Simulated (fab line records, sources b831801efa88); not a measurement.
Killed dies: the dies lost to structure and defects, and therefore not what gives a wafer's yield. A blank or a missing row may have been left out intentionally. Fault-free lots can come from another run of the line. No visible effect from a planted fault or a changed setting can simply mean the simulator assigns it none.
2 desks, one fault -- flow gf180mcu -- every desk sees just its own numbers, and what lay behind them comes last

## TOOL OWNER'S DESK, rtp-anneal-01
At GF_SALICIDE_RTA_08 (time 30 s), the tool's own readings, given per lot that ran on this tool as the mean of the sampled wafers with a number. Any lot whose mean is over 4 standard deviations away from the usual mean is out of limits and marked OUT; that distance is given in the brackets.
Columns: A = lamp-power-pct at GF_SALICIDE_RTA_08, usual 17.9 %; B = run-length-s at GF_SALICIDE_RTA_08, usual 58.8 s; C = wafer_temp_C_max at GF_SALICIDE_RTA_08, usual 803.3
lot,first seen here,A,B,C
L423,day 15 04:22,17.2,59.0,803.5
L433,day 18 20:46,17.2,94.1 (+63) OUT,803.4
L434,day 19 06:53,17.2,76.5 (+32) OUT,804.5
L437,day 20 03:52,17.2,85.3 (+47) OUT,803.0
L443,day 22 18:20,17.2,58.9,803.8
This desk's finding: out of limits on L433, L434, L437; first on L433, day 18 20:46 (run-length-s at GF_SALICIDE_RTA_08). In limits: L423, L443.

## THE METROLOGY DESK
Lot by lot, what the gauges showed, no matter which tool ran the lot: averages of those sampled wafers that carry a number. Any lot whose mean is over 4 standard deviations away from the usual mean is out of limits and marked OUT; that distance is given in the brackets.
Columns: A = SAB_OVL at GF_SAB_OVL_MEAS_10, usual 1.7 nm; B = SALICIDE_TIN_RS at GF_SALICIDE_RS_MEAS_04, usual 16.4 ohm/sq; C = SALICIDE_TIN_THK at GF_SALICIDE_THK_MEAS_05, usual 20.14 nm
lot,first seen here,A,B,C
L423,day 15 03:32,1.7,15.9,20.39
L433,day 18 19:57,1.7,15.9,20.10
L434,day 19 06:05,3.1,15.9,20.12
L437,day 20 03:02,3.2,16.1,20.42
L438,day 20 10:29,0.4,16.6,20.51
L441,day 22 06:05,0.6,16.7,20.11
L443,day 22 17:29,1.2,16.4,20.27
This desk's verdict: no lot among the 7 shows anything out of limits.

## PUT TOGETHER
At day 18 20:46, on L433, L434, L437, the tool owner's desk was in a position to raise an alarm.
Metrology desk: nothing out of limits seen.
The metrology desk has L433, L434, L437 on record, within its limits.
Of the lots named, all ran GF_SALICIDE_RTA_08 on rtp-anneal-01.

## WHAT WAS PUT IN BY THE SIMULATOR
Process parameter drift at GF_SALICIDE_RTA_08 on rtp-anneal-01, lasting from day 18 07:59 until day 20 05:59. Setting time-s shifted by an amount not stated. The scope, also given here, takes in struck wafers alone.
Shown lots that were struck: L433, L434, L437.
Time in hours from fault onset to the first out-of-limits reading at each desk: the tool owner's desk, 13.
